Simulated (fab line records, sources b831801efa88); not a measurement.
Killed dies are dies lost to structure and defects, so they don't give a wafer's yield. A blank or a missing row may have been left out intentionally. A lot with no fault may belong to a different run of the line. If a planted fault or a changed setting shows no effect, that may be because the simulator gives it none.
8D (eight disciplines) problem report, filled in by code :: flow gf180mcu :: the parts of the form that need people (team, actions taken, sign-off) are left out

== 1. PROBLEM STATEMENT ==
LVPWELL_TW at GF_LVPWELL_TW_MEAS_11 reads a mean of 521 on 6 wafers of 2 lots; wafers without a fault read 554 with a standard deviation of 6.3. Measured from the usual mean, that is -5.3 standard deviations.
Seen first at day 7 20:38 on film-metro-02, wafer L776.2. The record holds 36 wafers of 12 lots with a number at this step. Rule for "out" (also "out of limits"): further than 4 standard deviations from the usual mean. The other wafers with a number count as sound.

== 2. WHAT IT IS AND WHAT IT IS NOT ==
question: which readings at this step
is: LVPWELL_TW
is not: -

question: which lots
is: L776, L778
is not: L759, L760, L762, L763, L766, L767, L769, L770, L775, L782

question: which wafers of those lots
is: all that have a number
is not: -

question: read on which gauges
is: film-metro-01, film-metro-02
is not: film-metro-04

question: when
is: from day 7 20:38
is not: up to then (27 sound wafers); but 3 sound wafers of L782 came after

== 3. SUSPECTS, AND WHAT RULES EACH OUT ==
Counting: a tool at a process step up to the reading stays a suspect if it ran every lot that is out and no sound lot after the first of them.
- ruled out: the gauge at GF_LVPWELL_TW_MEAS_11. Those wafers that are out were read across 2 gauges (film-metro-01, film-metro-02).
- implanter-04 at GF_LVPWELL_IMPLANT_08: kept. All lots that are out passed through it, beginning with L776 at day 7 20:16, and no sound lot followed; its final sound lot before that point was L769 at day 6 06:35. On those wafers its own readings are out: dose-ions-cm2, faraday-current-uA.
The count leaves implanter-04 at GF_LVPWELL_IMPLANT_08.

== 4. THE CAUSE (what the simulator had put in) ==
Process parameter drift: implanter-04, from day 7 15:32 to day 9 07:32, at GF_LVPWELL_IMPLANT_08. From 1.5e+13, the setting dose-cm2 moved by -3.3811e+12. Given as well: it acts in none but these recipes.
This tool alone remained once counting was done.

== 5. SEQUENCE OF EFFECTS, ordered by route ==
Each row: a reading whose mean over the struck wafers that have a number lies more than 3 standard deviations from the usual. Readings are gone through only where the record gives a usual standard deviation; hours: the median, over the lots, of the time from a lot's start at the first step in this table giving one to that lot's start at this step; sigmas: the change measured in usual standard deviations.
hours: 0
step: GF_LVPWELL_IMPLANT_08
reading: dose-ions-cm2
usual: 1.4999e+13
on struck wafers: 1.1626e+13
change: -3.3725e+12
sigmas: -99 or more

hours: 0
step: GF_LVPWELL_IMPLANT_08
reading: faraday-current-uA
usual: 84.3
on struck wafers: 65.4
change: -18.9
sigmas: -11

hours: 0
step: GF_LVPWELL_TW_MEAS_11
reading: LVPWELL_TW
usual: 554
on struck wafers: 521
change: -33
sigmas: -5.3

hours: 107
step: GF_VT_IMPLANT_RS_MEAS_48
reading: LVPWELL_RS
usual: 1198 ohm/sq
on struck wafers: 1360
change: +162
sigmas: +45
Its process steps:
- GF_LVPWELL_IMPLANT_08
Later steps that measure or inspect, where all struck wafers having a row at the step show a number for every such reading and not one has moved that far: GF_VT_IMPLANT_TW_MEAS_21.

== 6. HOW IT WOULD HAVE BEEN CAUGHT EARLIER ==
In this record the first reading out of limits at a measuring or inspecting step was taken at day 7 20:38, 5 hours after the fault began at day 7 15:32.
At GF_LVPWELL_IMPLANT_08, the tool's own readings (dose-ions-cm2, faraday-current-uA) were out on each struck wafer the step has a row for, so an alarm limit on them would have fired on the first such wafer.
Lots out: 2; of these, L778 started GF_LVPWELL_IMPLANT_08 on implanter-04 after day 7 20:38. Had the tool been put on hold then, it would have been spared.
